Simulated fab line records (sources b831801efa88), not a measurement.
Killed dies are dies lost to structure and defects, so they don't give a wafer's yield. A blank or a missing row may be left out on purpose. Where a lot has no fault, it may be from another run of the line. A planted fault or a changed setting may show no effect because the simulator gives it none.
Problem report, 8D (eight disciplines) form, completed by code + flow sky130 + the parts of the form that need people (team, actions taken, sign-off) are left out

1. THE PROBLEM
Wafers without a fault read 3000.4 rpm, standard deviation 1.9; spin_speed_rpm at SKY_VT_ADJUST_HVTP_COAT_02 reads a mean of 3101.3 rpm on 6 wafers belonging to 2 lots. Measured from the usual mean, that is +53 standard deviations.
The step: resist thk 1140 nm.
Earliest sighting: wafer L173.4 on litho_track-04 at day 9 09:22. The record holds 36 wafers of 12 lots with a number at this step. Rule for "out" (also "out of limits"): further than 4 standard deviations from the usual mean. All remaining wafers that have a number are taken as sound.

2. WHAT THIS IS AND IS NOT
| question                    | is                     | is not                                                                          |
|-----------------------------|------------------------|---------------------------------------------------------------------------------|
| which readings at this step | spin_speed_rpm         | chill_plate_temp_C, resist_line_temp_C                                          |
| which lots                  | L173, L176             | L160, L162, L163, L164, L166, L167, L168, L179, L180, L181                      |
| which wafers of those lots  | all that have a number | -                                                                               |
| read on which tools         | litho_track-04         | litho_track-01, litho_track-02                                                  |
| when                        | from day 9 09:22       | up to then (21 sound wafers); but 9 sound wafers of L179, L180, L181 came after |

3. WHAT RULES OUT EACH SUSPECT
Counting: a tool stays on the suspect list if, at a process step up to the reading, it processed all lots that are out and no sound lot following the first of them.
- litho_track-04 at SKY_VT_ADJUST_HVTP_COAT_02 (resist thk 1140 nm): kept. All lots that are out passed through it, beginning with L173 at day 9 09:22, and no sound lot followed; its final sound lot before that point was L168 at day 8 00:07. Its own spin_speed_rpm readings are out on those wafers.
Remaining after the count: litho_track-04 at SKY_VT_ADJUST_HVTP_COAT_02.

4. THE CAUSE (what the simulator had put in)
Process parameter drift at SKY_VT_ADJUST_HVTP_COAT_02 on litho_track-04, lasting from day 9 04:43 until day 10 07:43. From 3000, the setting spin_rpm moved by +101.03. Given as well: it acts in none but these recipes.
Only this tool survived the counting.

5. SEQUENCE OF EFFECTS, ordered by route
Each row: a reading whose mean over the struck wafers that have a number lies more than 3 standard deviations from the usual. Readings are gone through only where the record gives a usual standard deviation; hours: the median, over the lots, of the time from a lot's start at the first step in this table giving one to that lot's start at this step; sigmas: the change measured in usual standard deviations.
| hours | step                        | reading                  | usual      | on struck wafers | change | sigmas |
|-------|-----------------------------|--------------------------|------------|------------------|--------|--------|
| 0     | SKY_VT_ADJUST_HVTP_COAT_02  | spin_speed_rpm           | 3000.4 rpm | 3101.3           | +100.9 | +53    |
| 12    | SKY_VT_ADJUST_HVTP_STRIP_10 | strip_time_to_endpoint_s | 14.19 s    | 13.96            | -0.23  | -6.8   |
It contains these process steps:
- SKY_VT_ADJUST_HVTP_COAT_02: resist thk 1140 nm.
- SKY_VT_ADJUST_HVTP_STRIP_10: strips in O2/N2.

6. WHAT WOULD HAVE CAUGHT IT SOONER
In this record no reading fell out of limits until day 9 09:22, 5 hours after the fault had begun at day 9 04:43.
